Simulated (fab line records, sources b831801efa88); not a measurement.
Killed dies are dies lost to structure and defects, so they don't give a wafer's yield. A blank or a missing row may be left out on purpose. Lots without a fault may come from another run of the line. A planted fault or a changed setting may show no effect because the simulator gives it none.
Chamber matching | flow sky130 | SKY_FIELD_ISO_ETCH_17 on rie_si-02: 4 sister chambers
The step etches Si in HBr/Cl2/O2, target depth 342 nm, time 97.7 s. 7 wafers are shown with their chamber, then 7 later ones without.

WAFERS WITH THEIR CHAMBER
wafer  | chamber | drypump_motor_current_A (A) | oes_product_au (a.u.)
L781.2 | 0       | 5.7                         | 0.998
L795.6 | 0       | 5.8                         | 1.011
L796.2 | 1       | 6.0                         | 0.992
L796.4 | 3       | 5.6                         | 1.008
L796.6 | 2       | 5.3                         | 1.003
L798.3 | 1       | 6.0                         | 1.004
L798.4 | 3       | 5.6                         | 1.013

WAFERS WITHOUT THEIR CHAMBER
wafer  | drypump_motor_current_A (A) | oes_product_au (a.u.)
L798.6 | 5.9                         | 0.998
L799.1 | 5.8                         | 1.004
L799.3 | 5.3                         | 1.022
L799.4 | 5.6                         | 1.014
L800.2 | 5.3                         | 1.009
L800.3 | 5.8                         | 1.007
L800.6 | 5.8                         | 1.000

WHICH CHAMBER EACH WENT THROUGH
wafer  | from the rows above     | in truth
L798.6 | can't be placed: 1 or 0 | 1
L799.1 | 0                       | 0
L799.3 | 2                       | 2
L799.4 | 3                       | 3
L800.2 | 2                       | 2
L800.3 | 0                       | 0
L800.6 | 0                       | 0
Placed correctly: 6 of 7. Can't be placed from these rows: 1 (the true chamber is among the candidates in 1). Placed wrongly: 0.
How it was worked out, from the rows above alone: a wafer's distance from a chamber is the root of the sum, over the readings, of the square of ((its reading less the chamber's mean) divided by the reading's scatter). The wafer belongs to the nearest chamber; if the next one is less than 2 further off, it can't be placed. A chamber's mean is the mean of its shown wafers. The scatter: the root of (the sum of the squares of (reading less its chamber's mean) over the shown wafers, divided by (wafers less chambers)).
